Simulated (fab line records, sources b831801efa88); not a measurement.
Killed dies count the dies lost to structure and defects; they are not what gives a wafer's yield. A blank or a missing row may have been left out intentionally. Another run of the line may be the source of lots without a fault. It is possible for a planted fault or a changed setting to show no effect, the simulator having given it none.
Commonality check across tools + flow sky130 + 13 lots, 39 wafers sampled

WHY IT WAS OPENED
At SKY_SD_N_TW_MEAS_12 the reading SD_N_TW is flagged on 1 of 13 lots. No-fault wafers: 3982, standard deviation 24.
Rule: a lot is flagged in two cases, either no wafer of it has a number, or all its wafers with numbers fall more than 4 standard deviations from that mean. As for the other lots, they are considered sound.

| lot  | measured     | on           | SD_N_TW, wafer by wafer | flag    |
|------|--------------|--------------|-------------------------|---------|
| L844 | day 28 03:50 | filmMetro-04 | 3998 3985 3984          |         |
| L845 | day 28 15:03 | filmMetro-04 | 3996 4002 3998          |         |
| L846 | day 29 16:40 | filmMetro-04 | 4020 4000 4000          |         |
| L848 | day 30 02:23 | filmMetro-02 | 3972 3996 3994          |         |
| L849 | day 30 03:42 | filmMetro-02 | 3988 3966 3990          |         |
| L850 | day 30 12:39 | filmMetro-04 | 3977 3987 3979          |         |
| L851 | day 31 00:52 | filmMetro-04 | 3993 3994 3999          |         |
| L852 | day 31 12:47 | filmMetro-01 | 3988 4025 3991          |         |
| L857 | day 33 00:57 | filmMetro-04 | 30 30 30                | FLAGGED |
| L861 | day 34 05:19 | filmMetro-02 | 3938 3942 3971          |         |
| L865 | day 35 02:16 | filmMetro-01 | 3958 3926 3945          |         |
| L866 | day 35 09:56 | filmMetro-04 | 4001 4001 4008          |         |
| L867 | day 36 01:46 | filmMetro-02 | 3973 3951 3960          |         |
The numbers of the flagged lots are 30 on average: -3952 against the usual, or -99 or more standard deviations.

LOT BY LOT: THE TOOL USED
The record keeps 1 process step preceding the reading, out of 708 steps on the route. In each cell: the tool, then ch and the chambers that the sampled wafers went through, then the start.
| lot  | flag    | SKY_SD_N_EXPOSE_04                 |
|------|---------|------------------------------------|
| L844 |         | ilineStepper-01 ch 0, day 27 13:23 |
| L845 |         | ilineStepper-02 ch 0, day 28 00:49 |
| L846 |         | ilineStepper-02 ch 0, day 29 02:04 |
| L848 |         | ilineStepper-01 ch 0, day 29 11:46 |
| L849 |         | ilineStepper-01 ch 0, day 29 13:14 |
| L850 |         | ilineStepper-02 ch 0, day 29 22:16 |
| L851 |         | ilineStepper-01 ch 0, day 30 10:44 |
| L852 |         | ilineStepper-02 ch 0, day 30 22:16 |
| L857 | FLAGGED | ilineStepper-01 ch 0, day 32 12:10 |
| L861 |         | ilineStepper-01 ch 0, day 33 17:21 |
| L865 |         | ilineStepper-01 ch 0, day 34 14:05 |
| L866 |         | ilineStepper-02 ch 0, day 34 21:10 |
| L867 |         | ilineStepper-02 ch 0, day 35 11:26 |
What these steps do:
- SKY_SD_N_EXPOSE_04: exposes mask NSDM, target cd 380 nm.
- SKY_SD_N_TW_MEAS_12

FLAGGED OVER TOTAL, TOOL BY TOOL (the gauges that took the reading come last)
| step                | tool            | lots run | flagged | share of the flagged lots | sound lots run after its first flagged lot |
|---------------------|-----------------|----------|---------|---------------------------|--------------------------------------------|
| SKY_SD_N_EXPOSE_04  | ilineStepper-01 | 7        | 1       | all                       | 2 (L861,L865)                              |
| SKY_SD_N_EXPOSE_04  | ilineStepper-02 | 6        | 0       | none                      | -                                          |
| SKY_SD_N_TW_MEAS_12 | filmMetro-01    | 2        | 0       | none                      | -                                          |
| SKY_SD_N_TW_MEAS_12 | filmMetro-02    | 4        | 0       | none                      | -                                          |
| SKY_SD_N_TW_MEAS_12 | filmMetro-04    | 7        | 1       | all                       | 1 (L866)                                   |

THE TABLE: WHAT IT ALLOWS
Table rows that saw every flagged lot: 2, namely ilineStepper-01 at SKY_SD_N_EXPOSE_04 and filmMetro-04 at SKY_SD_N_TW_MEAS_12.
- ilineStepper-01 at SKY_SD_N_EXPOSE_04 ran 7 lots, 1 of them flagged. Sound lots ran on it after the first flagged one (L861, L865), which a lasting fault on the whole tool wouldn't allow.
- filmMetro-04 at SKY_SD_N_TW_MEAS_12 ran 7 lots, 1 of them flagged. Sound lots ran on it after the first flagged one (L866), which a lasting fault on the whole tool wouldn't allow.
Every row of the table either missed a flagged lot or ran a sound lot after the first.

WHAT HAD BEEN PUT IN BY THE SIMULATOR
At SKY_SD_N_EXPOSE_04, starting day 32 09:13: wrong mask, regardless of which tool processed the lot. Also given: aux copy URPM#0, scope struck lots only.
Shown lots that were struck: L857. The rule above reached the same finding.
